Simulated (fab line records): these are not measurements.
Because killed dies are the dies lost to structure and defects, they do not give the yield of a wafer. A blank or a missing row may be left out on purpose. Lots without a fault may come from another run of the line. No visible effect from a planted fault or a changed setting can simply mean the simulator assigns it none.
A lot that was struck, set against a sound lot    flow gf180mcu    15 steps out of a route of 602
Sound: these wafers, L321.2, L321.3, L321.4. Wafers L313.3, L313.4, L313.6 were the ones struck. At the end, the cause is stated.
Order at every step that has rows: each side's tool, ch and its chambers, its first start. Under that, the readings that differ: sound wafers    struck wafers    difference of the means    sigmas: that difference in standard deviations of wafers without a fault.
alike: readings whose means differ by less than 2 such deviations, and words and numbers that are the same on both sides. not compared: withheld readings, readings that some wafer has no value for, bounds like >300 that may hide the same value, and numbers for which the record gives no deviation and whose values overlap.
The two part at a step that has a row with sigmas, a row that says differs or no value, or rows on one side only. Numbers that don't overlap but have no deviation are shown without sigmas and don't part them. A reading that every wafer of one side lacks parts them only if that side has two wafers or more.

GF_CONTACT_ETCH_16: etches BARC in N2/H2.
  sound on rie-diel-04 ch 2,3, day 23 00:07; struck on rie-diel-04 ch 0,3, day 20 07:13
  alike: drypump-motor-current-A, oes-product-au, throttle-valve-pct
then, 1 step without rows for these wafers: GF_CONTACT_ETCH_17 (etches SiO2 in C4F8/O2/Ar, stops on CoSi2, target depth 860 nm).
GF_CONTACT_STRIP_18: strips in O2/N2.
  sound on plasma-asher-03 ch 0,1, day 23 00:17; struck on plasma-asher-01 ch 0,1, day 20 07:25
  alike: drypump-motor-current-A, heater-power-w, oes-product-au
  not compared: rf-hours-counter-h
then, 3 steps without rows for these wafers: GF_CONTACT_CLEAN_19 (cleans in SPM); GF_CONTACT_CLEAN_20 (cleans in DIW); GF_CONTACT_CLEAN_21 (cleans in dHF, time 20 s).
GF_CONTACT_SPUTTER_22: material Ti, target thk 15 nm, time 80.02 s.
  sound on pvd-sputter-04, day 23 00:37; struck on pvd-sputter-02, day 20 07:41
  alike: cathode-dc-power-W, substrate-temp-c, throttle-valve-pct
then, 1 step without rows for these wafers: GF_CONTACT_SPUTTER_23 (material TiN, target thk 10 nm, time 40 s).
GF_CONTACT_CVD_24: deposits W, target thk 300 nm, time 90.339 s.
  sound on cvd-w-01 ch 0,1, day 23 00:43; struck on cvd-w-02 ch 0,1, day 20 07:49
  alike: chamber-pressure-Torr, heater-power-w
GF_CONTACT_RS_MEAS_25: uses a four-point probe to measure.
  sound on film-metro-04, day 23 00:50; struck on film-metro-04, day 20 08:16
  alike: CONTACT_W_RS
GF_CONTACT_THK_MEAS_26: measures by xrf.
  sound on film-metro-04, day 23 00:56; struck on film-metro-04, day 20 08:22
  alike: CONTACT_W_THK
GF_CONTACT_CMP_27: polishes, stops on SiO2, t overpolish 15 s, target thk 0 nm.
  sound on cmp-02 ch 0,2,3, day 23 01:02; struck on cmp-01 ch 0,2,3, day 20 08:28
  alike: motor-current-A, overpolish-run-s, retaining-ring-pressure-frac, time-to-endpoint-s
GF_M1_SPUTTER_00: material Ti, target thk 37.5 nm, time 150 s.
  sound on pvd-sputter-03, day 23 01:17; struck on pvd-sputter-04, day 20 08:43
reading                                sound                 struck                difference  sigmas
cathode-dc-power-W (W)                 3999.6 4000.3 3999.5  4303.9 4302.6 4302.3  +303.1      +99 or more
model.Ti_of_M1_SPUTTER_00.thk-nm (nm)  37.67 38.02 37.96     39.83 39.88 40.18     +2.08       
  alike: substrate-temp-c, throttle-valve-pct
then, 2 steps without rows for these wafers: GF_M1_SPUTTER_01 (material TiN, target thk 30 nm, time 25 s); GF_PASSIVATION_PROBE_99.

== WHERE THEY PART ==
Within this record, at GF_M1_SPUTTER_00 only.

WHY: the cause the simulator had injected
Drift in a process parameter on pvd-sputter-04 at GF_M1_SPUTTER_00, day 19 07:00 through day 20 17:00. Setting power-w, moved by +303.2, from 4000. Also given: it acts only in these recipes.
